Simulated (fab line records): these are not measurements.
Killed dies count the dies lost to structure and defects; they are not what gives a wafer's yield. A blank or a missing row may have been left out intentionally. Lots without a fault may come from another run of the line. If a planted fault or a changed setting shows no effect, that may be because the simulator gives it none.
fab line records	flow gf180mcu	part 1 of 2: steps 1 to 28 of 38
[record] lots = 5	wafers = 15	lastDay = 33
route steps=602 shown MIM@524 M5@526 V5@540
lots untouched by any fault: they come from a run of this same line in which no faults occurred
startH: hours from the record's opening day to when the first of the lot's shown wafers began	waitH: how many hours have passed since the lot's step before this one	" the same as in the row above	L1.1+2: a row that stands for several wafers	- no value, or no start was given	* or withheld: withheld	< > ~ a bound
route shown NAME@n: a module of which the file shows steps, and the number in the route of the first	usual: mean and standard deviation over wafers with no fault	same: alike in all rows	chamber/n: place in a boat	sites: readings site by site	_std_site: standard deviation across them	_edge_site: the outer-site mean with the inner-site mean subtracted	radiusMm: how far each site lies from the wafer's centre	mask NAME#n: copy n	behind: the last tool/chamber to shape the wafer	hold: reason for holding the lot/hours on hold/outcome of the hold	device: transistor that didn't switch, given as n, p or np	end of line: the same wafers' tests at the end of the route	for a step that has no rows: nothing shown but its recipe	killed: not the wafer's yield, but the dies lost to structure and defects at the first sort	map: per-die view of a wafer (x killed, . not killed, _ where there is no die)
set.NAME: the setting the step ran with; set.NAME@STEP: the setting that earlier step ran with	model.NAME: the simulator's own value behind a step, which no gauge read
lots seen at some steps along the route; tables by step, rows by wafer
services: a tool's chamber out of use, with start hour (startH, from the record's first day; less than 0 if before it), hours out, and reason
[[steps]]
[step GF_MIM_STRIP_21]
[recipe] chemistry = postEtchResidueRemover	timeS = 1200	tempC = 72.5
[same] timeS = 1200
lot.wafer	tool	chamber	startH	waitH
L085.2+5+6	wetBench-02	3	676.49	0.1
L088.3+5+6	wetBench-02	2	690.21	0.0
L089.1+2+3	wetBench-04	0	702.03	0.1
L090.1+4+6	wetBench-03	2	712.06	0.1
L093.3+5+6	wetBench-04	3	723.36	0.0
[step GF_MIM_CLEAN_22]
[recipe] chemistry = DIW	dry = n2Spin
lot.wafer	tool	chamber	startH	waitH
L085.2+5+6	wetBench-03	2	676.83	0.0
L088.3+5+6	wetBench-03	3	690.59	0.0
L089.1+2+3	wetBench-03	3	702.37	0.0
L090.1+4+6	wetBench-03	0	712.41	0.0
L093.3+5+6	wetBench-04	0	723.71	0.0
[step GF_M5_DEHYDRATE_00]
[recipe] tempC = 200	timeS = 60
[usual] exhaustPa = 45.0/0.91
[same] timeS = 60
lot.wafer	tool	chamber	startH	waitH	exhaustPa
L085.2	lithoTrack-04	0	685.37	8.4	44.5
L085.5	"	0	"	"	46.0
L085.6	"	0	"	"	44.2
L088.3	lithoTrack-01	0	699.81	9.1	44.5
L088.5	"	0	"	"	46.1
L088.6	"	0	"	"	45.1
L089.1	lithoTrack-04	0	710.99	8.5	44.5
L089.2	"	0	"	"	44.2
L089.3	"	0	"	"	43.6
L090.1	lithoTrack-02	0	720.47	8.0	46.1
L090.4	"	0	"	"	46.1
L090.6	"	0	"	"	45.5
L093.3	lithoTrack-01	0	731.61	7.8	45.7
L093.5	"	0	"	"	46.1
L093.6	"	0	"	"	45.4
[step GF_M5_HMDS_01]
[recipe] primeTimeS = 60	primeTempC = 120
[usual] exhaustPa = 45.1/1.1
lot.wafer	tool	chamber	startH	waitH	exhaustPa
L085.2	lithoTrack-04	0	685.52	0.1	44.4
L085.5	"	0	"	"	45.2
L085.6	"	0	"	"	46.5
L088.3	lithoTrack-01	0	699.96	0.1	45.1
L088.5	"	0	"	"	45.8
L088.6	"	0	"	"	43.7
L089.1	lithoTrack-04	0	711.14	0.1	46.3
L089.2	"	0	"	"	45.5
L089.3	"	0	"	"	46.3
L090.1	lithoTrack-02	0	720.62	0.1	46.3
L090.4	"	0	"	"	46.9
L090.6	"	0	"	"	45.2
L093.3	lithoTrack-01	0	731.76	0.1	45.3
L093.5	"	0	"	"	44.0
L093.6	"	0	"	"	43.7
[step GF_M5_COAT_02]
[recipe] resist = KrF	spinRpm = withheld	resistThkNm = 1000
[usual] exhaustPa = 45.1/0.86
lot.wafer	tool	chamber	startH	waitH	exhaustPa
L085.2	lithoTrack-04	0	685.67	0.1	45.6
L085.5	"	0	"	"	46.6
L085.6	"	0	"	"	45.9
L088.3	lithoTrack-01	0	700.11	0.1	44.6
L088.5	"	0	"	"	46.3
L088.6	"	0	"	"	45.4
L089.1	lithoTrack-04	0	711.29	0.1	44.8
L089.2	"	0	"	"	44.9
L089.3	"	0	"	"	43.5
L090.1	lithoTrack-02	0	720.77	0.1	45.2
L090.4	"	0	"	"	44.7
L090.6	"	0	"	"	44.7
L093.3	lithoTrack-01	0	731.91	0.1	46.3
L093.5	"	0	"	"	45.8
L093.6	"	0	"	"	45.2
[step GF_M5_SOFTBAKE_03]
[recipe] tempC = 130	timeS = 60	resist = KrF
[usual] exhaustPa = 45.0/0.86
[same] timeS = 60
lot.wafer	tool	chamber	startH	waitH	exhaustPa
L085.2	lithoTrack-04	0	685.82	0.1	43.7
L085.5	"	0	"	"	44.3
L085.6	"	0	"	"	44.8
L088.3	lithoTrack-01	0	700.26	0.1	43.7
L088.5	"	0	"	"	45.3
L088.6	"	0	"	"	44.8
L089.1	lithoTrack-04	0	711.44	0.1	44.3
L089.2	"	0	"	"	44.5
L089.3	"	0	"	"	44.1
L090.1	lithoTrack-02	0	720.92	0.1	44.8
L090.4	"	0	"	"	44.3
L090.6	"	0	"	"	46.0
L093.3	lithoTrack-01	0	732.06	0.1	45.3
L093.5	"	0	"	"	43.8
L093.6	"	0	"	"	46.0
[step GF_M5_EXPOSE_04]
[recipe] maskId = Metal5	targetCdNm = 280	na = 0.68	sourceShape = conventional	sigmaOuter = 0.6	doseMj = 28
lot.wafer	tool	chamber	startH	waitH	mask
L085.2+5+6	krfScanner-02	0	-	-	Metal5#0
L088.3+5+6	krfScanner-01	0	-	-	Metal5#0
L089.1+2+3	krfScanner-01	0	-	-	Metal5#0
L090.1+4+6	krfScanner-02	0	-	-	Metal5#0
L093.3+5+6	krfScanner-01	0	-	-	Metal5#0
[step GF_M5_PEB_05]
[recipe] pebTempC = 135	pebTimeS = 90	resist = KrF
[usual] exhaustPa = 44.8/0.86
lot.wafer	tool	chamber	startH	waitH	exhaustPa
L085.2	lithoTrack-01	0	-	-	43.8
L085.5	"	0	"	"	43.3
L085.6	"	0	"	"	44.8
L088.3	lithoTrack-02	0	-	-	46.0
L088.5	"	0	"	"	45.1
L088.6	"	0	"	"	46.2
L089.1	lithoTrack-02	0	-	-	45.7
L089.2	"	0	"	"	44.0
L089.3	"	0	"	"	45.5
L090.1	lithoTrack-04	0	-	-	44.2
L090.4	"	0	"	"	44.8
L090.6	"	0	"	"	43.9
L093.3	lithoTrack-01	0	-	-	44.1
L093.5	"	0	"	"	44.3
L093.6	"	0	"	"	44.5
[step GF_M5_DEVELOP_06]
[recipe] developTimeS = 60	devTempC = 21
[usual] exhaustPa = 44.9/0.92
lot.wafer	tool	chamber	startH	waitH	exhaustPa
L085.2	lithoTrack-01	0	695.23	0.2	44.9
L085.5	"	0	"	"	45.8
L085.6	"	0	"	"	45.3
L088.3	lithoTrack-02	0	709.07	0.1	43.9
L088.5	"	0	"	"	44.0
L088.6	"	0	"	"	45.4
L089.1	lithoTrack-02	0	720.32	0.2	44.9
L089.2	"	0	"	"	45.3
L089.3	"	0	"	"	45.0
L090.1	lithoTrack-04	0	729.24	0.2	43.8
L090.4	"	0	"	"	44.6
L090.6	"	0	"	"	44.8
L093.3	lithoTrack-01	0	740.06	0.1	46.6
L093.5	"	0	"	"	47.1
L093.6	"	0	"	"	46.4
[step GF_M5_CD_MEAS_07]
[recipe] targetCdNm = 280
[usual] cdNm = 280.2/1.3
lot.wafer	tool	chamber	startH	waitH	cdNm
L085.2	cdSem-02	-	695.38	0.1	281.9
L085.5	"	-	"	"	282.4
L085.6	"	-	"	"	282.5
L088.3	cdSem-02	-	709.21	0.1	279.9
L088.5	"	-	"	"	279.9
L088.6	"	-	"	"	279.9
L089.1	cdSem-02	-	720.47	0.1	282.0
L089.2	"	-	"	"	281.7
L089.3	"	-	"	"	281.6
L090.1	cdSem-02	-	729.39	0.1	280.6
L090.4	"	-	"	"	280.8
L090.6	"	-	"	"	279.7
L093.3	cdSem-01	-	740.20	0.1	279.4
L093.5	"	-	"	"	278.7
L093.6	"	-	"	"	279.8
[step GF_M5_OVL_MEAS_08]
[usual] M5_OVL = -2/5.3
lot.wafer	tool	chamber	startH	waitH	M5_OVL[nm]
L085.2	overlay-02	-	695.48	0.1	1
L085.5	"	-	"	"	6
L085.6	"	-	"	"	1
L088.3	overlay-02	-	709.30	0.1	-4
L088.5	"	-	"	"	-9
L088.6	"	-	"	"	-6
L089.1	overlay-02	-	720.59	0.1	-3
L089.2	"	-	"	"	7
L089.3	"	-	"	"	8
L090.1	overlay-01	-	729.51	0.1	2
L090.4	"	-	"	"	-4
L090.6	"	-	"	"	-2
L093.3	overlay-01	-	740.29	0.1	-1
L093.5	"	-	"	"	3
L093.6	"	-	"	"	-6
[step GF_M5_ETCH_09]
[recipe] chemistry = CF4/O2	target = Si3N4	targetDepthNm = 52	sourceW = 800	biasW = 150	pressureMtorr = 150	cf4FlowSccm = 80	O2_flow_sccm = 10	timeS = 11.6
[usual] drypumpMotorCurrentA = 5.7/0.47	oesProductAu = 1.000/0.0095	throttleValvePct = 5.970/0.0092
[same] timeS = 11.6
lot.wafer	tool	chamber	startH	waitH	drypumpMotorCurrentA	oesProductAu	rfHoursCounterH	throttleValvePct
L085.2	rieDiel-04	3	695.51	0.0	5.6	1.000	24	5.976
L085.5	"	3	"	"	5.6	0.993	-	5.971
L085.6	"	0	"	"	6.0	1.001	-	5.967
L088.3	rieDiel-04	3	709.32	0.0	5.6	0.992	25	5.983
L088.5	"	2	"	"	5.9	1.001	-	5.973
L088.6	"	1	"	"	4.8	0.992	-	5.955
L089.1	rieDiel-03	0	720.62	0.0	5.6	1.016	20	5.981
L089.2	"	2	"	"	6.2	0.992	50	5.975
L089.3	"	1	"	"	5.0	1.023	36	5.981
L090.1	rieDiel-03	0	729.55	0.0	5.6	1.001	20	5.980
L090.4	"	3	"	"	6.0	1.003	8	5.969
L090.6	"	2	"	"	6.2	0.985	-	5.978
L093.3	rieDiel-03	2	740.31	0.0	6.2	0.996	50	5.964
L093.5	"	0	"	"	5.6	0.999	-	5.964
L093.6	"	1	"	"	4.9	1.005	-	5.982
[step GF_M5_METAL_ETCH_10]
[recipe] chemistry = Cl2/BCl3	maskMaterial = KrF	targetDepthNm = 627.5	stopOn = SiO2	pressureMtorr = 8	icpW = 800	biasW = 140	Cl2_flow_sccm = 80	bcl3FlowSccm = 40	timeS = 104.6
[usual] drypumpMotorCurrentA = 5.6/0.37	mfcCl2Sccm = 80.01/0.22	oesProductAu = 0.970/0.0058	throttleValvePct = 28.254/0.011
[same] timeS = 104.6
lot.wafer	tool	chamber	startH	waitH	drypumpMotorCurrentA	mfcCl2Sccm	oesProductAu	rfHoursCounterH	throttleValvePct
L085.2	rieMetal-03	0	695.54	0.0	5.3	80.32	0.977	9	28.241
L085.5	"	0	"	"	5.3	80.21	0.966	-	28.254
L085.6	"	1	"	"	5.3	79.83	0.972	-	28.254
L088.3	rieMetal-03	1	709.38	0.0	5.3	80.07	0.966	-	28.254
L088.5	"	0	"	"	5.3	80.08	0.971	-	28.277
L088.6	"	1	"	"	5.3	80.22	0.978	-	28.259
L089.1	rieMetal-04	1	720.65	0.0	6.0	80.26	0.968	2	28.265
L089.2	"	0	"	"	5.5	80.47	0.961	6	28.262
L089.3	"	0	"	"	5.5	79.85	0.960	-	28.256
L090.1	rieMetal-03	0	729.57	0.0	5.2	79.56	0.973	10	28.266
L090.4	"	1	"	"	5.3	80.13	0.970	-	28.231
L090.6	"	1	"	"	5.3	80.31	0.971	-	28.250
L093.3	rieMetal-02	1	740.38	0.0	6.1	79.99	0.972	-	28.232
L093.5	"	1	"	"	6.1	79.85	0.974	-	28.227
L093.6	"	0	"	"	6.2	79.85	0.974	-	28.247
[step GF_M5_STRIP_11]
[recipe] chemistry = O2/N2	powerW = 1400	pressureMtorr = 1500	platenTempC = 250	o2FlowSccm = 3000	n2FlowSccm = 300	overashFraction = 0.5
[usual] drypumpMotorCurrentA = 5.7/0.54	heaterPowerW = 330/30	oesProductAu = 0.544/0.0047	stripTimeToEndpointS = 7.53/0.042
lot.wafer	tool	chamber	startH	waitH	drypumpMotorCurrentA	heaterPowerW	oesProductAu	rfHoursCounterH	stripTimeToEndpointS
L085.2	plasmaAsher-04	0	695.65	0.1	5.5	306	0.545	103	7.53
L085.5	"	0	"	"	5.5	305	0.546	-	7.55
L085.6	"	1	"	"	6.3	311	0.541	-	7.52
L088.3	plasmaAsher-04	1	709.49	0.1	6.3	310	0.543	-	7.53
L088.5	"	0	"	"	5.5	298	0.545	-	7.54
L088.6	"	1	"	"	6.3	303	0.542	-	7.52
L089.1	plasmaAsher-03	0	720.76	0.1	5.7	348	0.538	63	7.49
L089.2	"	1	"	"	4.6	339	0.546	63	7.54
L089.3	"	1	"	"	4.6	335	0.544	-	7.53
L090.1	plasmaAsher-02	0	729.69	0.1	6.1	324	0.545	35	7.53
L090.4	"	0	"	"	6.2	319	0.545	-	7.54
L090.6	"	1	"	"	5.8	385	0.547	-	7.54
L093.3	plasmaAsher-03	0	740.48	0.1	5.7	335	0.540	-	7.49
L093.5	"	1	"	"	4.6	339	0.547	-	7.51
L093.6	"	0	"	"	5.7	349	0.541	-	7.56
[step GF_M5_STRIP_12]
[recipe] chemistry = postEtchResidueRemover	timeS = 1200	tempC = 72.5
[same] timeS = 1200
lot.wafer	tool	chamber	startH	waitH
L085.2+5+6	wetBench-03	2	695.75	0.1
L088.3+5+6	wetBench-03	2	709.56	0.0
L089.1+2+3	wetBench-04	0	720.86	0.1
L090.1+4+6	wetBench-01	2	729.78	0.1
L093.3+5+6	wetBench-01	3	740.55	0.0
[step GF_M5_CLEAN_13]
[recipe] chemistry = DIW	dry = n2Spin
lot.wafer	tool	chamber	startH	waitH
L085.2+5+6	wetBench-01	3	696.09	0.0
L088.3+5+6	wetBench-04	2	709.93	0.0
L089.1+2+3	wetBench-03	0	721.20	0.0
L090.1+4+6	wetBench-03	3	730.13	0.0
L093.3+5+6	wetBench-03	2	740.89	0.0
[step GF_V5_CVD_00]
[recipe] material = SiO2	targetThkNm = 300	sigmaOpenFrac = 0.3	tempC = 400	timeS = 50	sih4FlowSccm = 60	pressureMtorr = 6
[same] timeS = 50
lot.wafer	tool	chamber	startH	waitH
L085.2+5+6	hdpcvd-02	1,1,2	696.19	0.0
L088.3+5+6	hdpcvd-02	1,0,1	710.02	0.0
L089.1+2+3	hdpcvd-02	0,1,2	721.29	0.0
L090.1+4+6	hdpcvd-02	1,1,2	730.31	0.0
L093.3+5+6	hdpcvd-01	2,1,0	740.98	0.0
[step GF_V5_THK_MEAS_01]
[recipe] reads = SiO2_of_V5_CVD_00
[usual] V5_CVD_00_THK = 303/3
lot.wafer	tool	chamber	startH	waitH	V5_CVD_00_THK[nm]
L085.2	filmMetro-02	-	696.25	0.0	309
L085.5	"	-	"	"	306
L085.6	"	-	"	"	302
L088.3	filmMetro-02	-	710.09	0.0	305
L088.5	"	-	"	"	310
L088.6	"	-	"	"	303
L089.1	filmMetro-01	-	721.34	0.0	306
L089.2	"	-	"	"	306
L089.3	"	-	"	"	302
L090.1	filmMetro-01	-	730.35	0.0	305
L090.4	"	-	"	"	299
L090.6	"	-	"	"	297
L093.3	filmMetro-04	-	741.05	0.0	300
L093.5	"	-	"	"	297
L093.6	"	-	"	"	298
[step GF_V5_CVD_02]
[recipe] material = SiO2	targetThkNm = 1450	precursor = TEOS	tempC = 400	timeS = 163.28	rfW = 600
[usual] heaterPowerOuterW = 372/70	heaterPowerW = 654/98
[same] timeS = 163.28
lot.wafer	tool	chamber	startH	waitH	heaterPowerOuterW	heaterPowerW
L085.2	pecvd-04	2	696.30	0.0	298	544
L085.5	"	1	"	"	478	843
L085.6	"	2	"	"	335	593
L088.3	pecvd-04	2	710.18	0.1	339	594
L088.5	"	2	"	"	248	476
L088.6	"	1	"	"	426	782
L089.1	pecvd-01	1	721.40	0.1	354	754
L089.2	"	2	"	"	332	592
L089.3	"	0	"	"	395	691
L090.1	pecvd-03	0	730.41	0.1	369	607
L090.4	"	0	"	"	437	680
L090.6	"	2	"	"	505	804
L093.3	pecvd-01	2	741.09	0.0	270	488
L093.5	"	2	"	"	322	564
L093.6	"	1	"	"	264	586
[step GF_V5_THK_MEAS_03]
[recipe] reads = SiO2_of_V5_CVD_02
[usual] V5_CVD_02_THK = 1459/19
lot.wafer	tool	chamber	startH	waitH	V5_CVD_02_THK[nm]
L085.2	filmMetro-04	-	696.41	0.1	1430
L085.5	"	-	"	"	1471
L085.6	"	-	"	"	1456
L088.3	filmMetro-04	-	710.31	0.1	1485
L088.5	"	-	"	"	1477
L088.6	"	-	"	"	1475
L089.1	filmMetro-02	-	721.50	0.1	1455
L089.2	"	-	"	"	1429
L089.3	"	-	"	"	1439
L090.1	filmMetro-04	-	730.52	0.1	1469
L090.4	"	-	"	"	1491
L090.6	"	-	"	"	1463
L093.3	filmMetro-02	-	741.21	0.1	1462
L093.5	"	-	"	"	1484
L093.6	"	-	"	"	1483
[step GF_V5_CMP_04]
[recipe] material = SiO2	downForcePsi = 4	platenRpm = 60	padVelocityMS = 0.94248
[usual] motorCurrentA = 12.5/1.5
lot.wafer	tool	chamber	startH	waitH	motorCurrentA
L085.2	cmp-01	2	696.51	0.1	11.1
L085.5	"	1	"	"	14.4
L085.6	"	2	"	"	11.3
L088.3	cmp-01	3	710.40	0.1	11.1
L088.5	"	2	"	"	11.0
L088.6	"	3	"	"	11.3
L089.3	cmp-02	3	721.68	0.1	12.1
L089.1	"	0	"	"	12.8
L089.2	"	1	"	"	10.7
L090.4	cmp-02	1	730.63	0.1	10.9
L090.1	"	3	"	"	12.3
L090.6	"	1	"	"	10.4
L093.3	cmp-02	0	741.35	0.1	13.0
L093.5	"	2	"	"	16.2
L093.6	"	3	"	"	11.7
[step GF_V5_BOW_MEAS_05]
[recipe] mode = bow
[usual] V5_BOW = 137/8.8
lot.wafer	tool	chamber	startH	waitH	V5_BOW[um]
L085.2	filmMetro-01	-	696.78	0.2	147
L085.5	"	-	"	"	136
L085.6	"	-	"	"	143
L088.3	filmMetro-02	-	710.69	0.2	130
L088.5	"	-	"	"	133
L088.6	"	-	"	"	132
L089.1	filmMetro-04	-	721.93	0.1	127
L089.2	"	-	"	"	143
L089.3	"	-	"	"	142
L090.1	filmMetro-01	-	730.88	0.1	141
L090.4	"	-	"	"	127
L090.6	"	-	"	"	140
L093.3	filmMetro-04	-	741.59	0.2	126
L093.5	"	-	"	"	136
L093.6	"	-	"	"	129
[step GF_V5_DEHYDRATE_06]
[recipe] tempC = 200	timeS = 60
[usual] exhaustPa = 45.0/0.91
[same] timeS = 60
lot.wafer	tool	chamber	startH	waitH	exhaustPa
L085.2	lithoTrack-03	0	705.69	8.9	45.3
L085.5	"	0	"	"	46.3
L085.6	"	0	"	"	45.1
L088.3	lithoTrack-02	0	719.07	8.4	46.5
L088.5	"	0	"	"	44.9
L088.6	"	0	"	"	44.4
L089.1	lithoTrack-04	0	729.74	7.8	44.2
L089.2	"	0	"	"	45.2
L089.3	"	0	"	"	45.5
L090.1	lithoTrack-02	0	738.47	7.6	45.6
L090.4	"	0	"	"	45.1
L090.6	"	0	"	"	45.1
L093.3	lithoTrack-02	0	749.52	7.9	45.5
L093.5	"	0	"	"	43.4
L093.6	"	0	"	"	44.7
[step GF_V5_HMDS_07]
[recipe] primeTimeS = 60	primeTempC = 120
[usual] exhaustPa = 45.0/0.97
lot.wafer	tool	chamber	startH	waitH	exhaustPa
L085.2	lithoTrack-03	0	705.84	0.1	46.1
L085.5	"	0	"	"	43.9
L085.6	"	0	"	"	44.2
L088.3	lithoTrack-02	0	719.22	0.1	46.2
L088.5	"	0	"	"	45.2
L088.6	"	0	"	"	45.0
L089.1	lithoTrack-04	0	729.89	0.1	46.1
L089.2	"	0	"	"	46.0
L089.3	"	0	"	"	45.8
L090.1	lithoTrack-02	0	738.62	0.1	43.3
L090.4	"	0	"	"	44.6
L090.6	"	0	"	"	45.9
L093.3	lithoTrack-02	0	749.67	0.1	44.1
L093.5	"	0	"	"	42.8
L093.6	"	0	"	"	43.5
[step GF_V5_COAT_08]
[recipe] resist = BARC	tempC = withheld	timeS = withheld	spinRpm = withheld	resistThkNm = withheld
[usual] exhaustPa = 44.9/0.91
lot.wafer	tool	chamber	startH	waitH	exhaustPa
L085.2	lithoTrack-03	0	705.99	0.1	44.4
L085.5	"	0	"	"	44.1
L085.6	"	0	"	"	43.7
L088.3	lithoTrack-02	0	719.37	0.1	44.8
L088.5	"	0	"	"	44.0
L088.6	"	0	"	"	46.3
L089.1	lithoTrack-04	0	730.04	0.1	45.0
L089.2	"	0	"	"	45.2
L089.3	"	0	"	"	45.3
L090.1	lithoTrack-02	0	738.77	0.1	44.0
L090.4	"	0	"	"	44.3
L090.6	"	0	"	"	43.8
L093.3	lithoTrack-02	0	749.82	0.1	44.3
L093.5	"	0	"	"	45.0
L093.6	"	0	"	"	44.8
[step GF_V5_COAT_09]
[recipe] resist = KrF	spinRpm = withheld	resistThkNm = 1000
[usual] exhaustPa = 44.8/1
lot.wafer	tool	chamber	startH	waitH	exhaustPa
L085.2	lithoTrack-03	0	-	-	43.9
L085.5	"	0	"	"	45.2
L085.6	"	0	"	"	42.9
L088.3	lithoTrack-02	0	-	-	46.2
L088.5	"	0	"	"	46.6
L088.6	"	0	"	"	46.1
L089.1	lithoTrack-04	0	-	-	46.1
L089.2	"	0	"	"	44.5
L089.3	"	0	"	"	44.9
L090.1	lithoTrack-02	0	-	-	45.0
L090.4	"	0	"	"	44.8
L090.6	"	0	"	"	45.4
L093.3	lithoTrack-02	0	-	-	44.4
L093.5	"	0	"	"	44.3
L093.6	"	0	"	"	44.4
[step GF_V5_SOFTBAKE_10]
[recipe] tempC = 130	timeS = 60	resist = KrF
[usual] exhaustPa = 44.9/0.94
[same] timeS = 60
lot.wafer	tool	chamber	startH	waitH	exhaustPa
L085.2	lithoTrack-03	0	-	-	45.6
L085.5	"	0	"	"	44.8
L085.6	"	0	"	"	45.3
L088.3	lithoTrack-02	0	-	-	45.7
L088.5	"	0	"	"	44.5
L088.6	"	0	"	"	44.4
L089.1	lithoTrack-04	0	-	-	44.3
L089.2	"	0	"	"	46.0
L089.3	"	0	"	"	45.7
L090.1	lithoTrack-02	0	-	-	45.1
L090.4	"	0	"	"	44.7
L090.6	"	0	"	"	44.7
L093.3	lithoTrack-02	0	-	-	43.5
L093.5	"	0	"	"	43.7
L093.6	"	0	"	"	44.2
[step GF_V5_EXPOSE_11]
[recipe] maskId = Via5	targetCdNm = 260	na = 0.68	sourceShape = conventional	sigmaOuter = 0.6	doseMj = 38
lot.wafer	tool	chamber	startH	waitH	mask
L085.2+5+6	krfScanner-02	0	-	-	Via5#0
L088.3+5+6	krfScanner-01	0	-	-	Via5#0
L089.1+2+3	krfScanner-02	0	-	-	Via5#0
L090.1+4+6	krfScanner-01	0	-	-	Via5#0
L093.3+5+6	krfScanner-01	0	-	-	Via5#0
